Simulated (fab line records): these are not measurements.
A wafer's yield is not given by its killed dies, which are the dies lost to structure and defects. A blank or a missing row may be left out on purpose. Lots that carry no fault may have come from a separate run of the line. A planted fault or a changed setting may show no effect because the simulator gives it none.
Check for tools in common :: flow gf180mcu :: Sampled: 13 lots, 39 wafers

WHY THIS WAS OPENED
Of 13 lots, 2 have the reading MVSD_RS flagged at GF_VT_IMPLANT_RS_MEAS_46. Wafers without a fault read 457.7 ohm/sq, standard deviation 1.5.
Rule: a lot gets a flag if all its wafers with a number sit over 4 standard deviations from that mean, or if no wafer of it has a number. The other lots count as sound.

lot: L130
measured: day 7 19:55
on: film-metro-01
MVSD_RS (ohm/sq), wafer by wafer: 458.5 458.2 459.2
flag: 

lot: L131
measured: day 8 02:12
on: film-metro-04
MVSD_RS (ohm/sq), wafer by wafer: 458.1 458.6 458.0
flag: 

lot: L132
measured: day 8 17:19
on: film-metro-04
MVSD_RS (ohm/sq), wafer by wafer: 457.1 457.4 458.2
flag: 

lot: L133
measured: day 8 20:36
on: film-metro-03
MVSD_RS (ohm/sq), wafer by wafer: 456.7 457.3 456.5
flag: 

lot: L134
measured: day 9 01:19
on: film-metro-04
MVSD_RS (ohm/sq), wafer by wafer: 456.7 457.7 459.6
flag: 

lot: L135
measured: day 9 11:19
on: film-metro-01
MVSD_RS (ohm/sq), wafer by wafer: 459.0 460.1 460.8
flag: 

lot: L136
measured: day 9 15:09
on: film-metro-03
MVSD_RS (ohm/sq), wafer by wafer: 456.4 457.4 455.6
flag: 

lot: L138
measured: day 10 00:27
on: film-metro-03
MVSD_RS (ohm/sq), wafer by wafer: 456.5 455.6 456.1
flag: 

lot: L144
measured: day 11 17:24
on: film-metro-01
MVSD_RS (ohm/sq), wafer by wafer: 459.4 458.3 459.4
flag: 

lot: L149
measured: day 13 02:32
on: film-metro-04
MVSD_RS (ohm/sq), wafer by wafer: 429.1 427.9 427.6
flag: FLAGGED

lot: L150
measured: day 13 12:06
on: film-metro-04
MVSD_RS (ohm/sq), wafer by wafer: 427.3 426.6 426.9
flag: FLAGGED

lot: L151
measured: day 13 15:40
on: film-metro-01
MVSD_RS (ohm/sq), wafer by wafer: 459.0 458.3 457.6
flag: 

lot: L152
measured: day 13 23:36
on: film-metro-01
MVSD_RS (ohm/sq), wafer by wafer: 458.8 457.4 458.7
flag: 
The numbers of the flagged lots are 427.6 ohm/sq on average: -30.1 ohm/sq against the usual, or -20 standard deviations.

LOT BY LOT: THE TOOL USED
The record keeps 1 process step preceding the reading, out of 602 steps on the route. Every cell lists first the tool, next ch and the chambers used by the sampled wafers, and last the start.
lot: L130
flag: 
GF_MVSD_IMPLANT_09: implanter-03 ch 0, day 4 16:06

lot: L131
flag: 
GF_MVSD_IMPLANT_09: implanter-03 ch 0, day 4 21:11

lot: L132
flag: 
GF_MVSD_IMPLANT_09: implanter-01 ch 0, day 5 10:46

lot: L133
flag: 
GF_MVSD_IMPLANT_09: implanter-01 ch 0, day 5 13:30

lot: L134
flag: 
GF_MVSD_IMPLANT_09: implanter-03 ch 0, day 5 17:46

lot: L135
flag: 
GF_MVSD_IMPLANT_09: implanter-03 ch 0, day 6 01:52

lot: L136
flag: 
GF_MVSD_IMPLANT_09: implanter-03 ch 0, day 6 05:44

lot: L138
flag: 
GF_MVSD_IMPLANT_09: implanter-03 ch 0, day 6 14:11

lot: L144
flag: 
GF_MVSD_IMPLANT_09: implanter-04 ch 0, day 8 01:59

lot: L149
flag: FLAGGED
GF_MVSD_IMPLANT_09: implanter-01 ch 0, day 9 05:29

lot: L150
flag: FLAGGED
GF_MVSD_IMPLANT_09: implanter-01 ch 0, day 9 13:02

lot: L151
flag: 
GF_MVSD_IMPLANT_09: implanter-04 ch 0, day 9 16:52

lot: L152
flag: 
GF_MVSD_IMPLANT_09: implanter-03 ch 0, day 9 23:35
What the steps here do:
- GF_MVSD_IMPLANT_09
- GF_VT_IMPLANT_RS_MEAS_46: measures by four-point-probe.

FLAGGED AGAINST TOTAL, ONE TOOL AT A TIME (gauges that did the reading follow at the end)
step: GF_MVSD_IMPLANT_09
tool: implanter-01
lots run: 4
flagged: 2
share of the flagged lots: all
sound lots run after its first flagged lot: 0

step: GF_MVSD_IMPLANT_09
tool: implanter-03
lots run: 7
flagged: 0
share of the flagged lots: none
sound lots run after its first flagged lot: -

step: GF_MVSD_IMPLANT_09
tool: implanter-04
lots run: 2
flagged: 0
share of the flagged lots: none
sound lots run after its first flagged lot: -

step: GF_VT_IMPLANT_RS_MEAS_46
tool: film-metro-01
lots run: 5
flagged: 0
share of the flagged lots: none
sound lots run after its first flagged lot: -

step: GF_VT_IMPLANT_RS_MEAS_46
tool: film-metro-03
lots run: 3
flagged: 0
share of the flagged lots: none
sound lots run after its first flagged lot: -

step: GF_VT_IMPLANT_RS_MEAS_46
tool: film-metro-04
lots run: 5
flagged: 2
share of the flagged lots: all
sound lots run after its first flagged lot: 0

WHAT IS ALLOWED BY THE TABLE
implanter-01 at GF_MVSD_IMPLANT_09 and film-metro-04 at GF_VT_IMPLANT_RS_MEAS_46 are the 2 rows of the table that ran each flagged lot.
- implanter-01 at GF_MVSD_IMPLANT_09 ran 4 lots, 2 of them flagged. A fault beginning between L133 (day 5 13:30), its last sound lot, and L149 (day 9 05:29), its first flagged one, fits the data. Its own readings (dose-ions-cm2, faraday-current-uA) fall more than 4 standard deviations out on all wafers of the flagged lots.
- film-metro-04 at GF_VT_IMPLANT_RS_MEAS_46 ran 5 lots, 2 of them flagged. A fault beginning between L134 (day 9 01:19), its last sound lot, and L149 (day 13 02:32), its first flagged one, fits the data.
These 2 tools cannot be told apart by counting lots, since each of them fits a fault that started at some hour. More lots, or a look at what each step does to the wafer, might.

WHAT THE SIMULATOR HAD INSERTED
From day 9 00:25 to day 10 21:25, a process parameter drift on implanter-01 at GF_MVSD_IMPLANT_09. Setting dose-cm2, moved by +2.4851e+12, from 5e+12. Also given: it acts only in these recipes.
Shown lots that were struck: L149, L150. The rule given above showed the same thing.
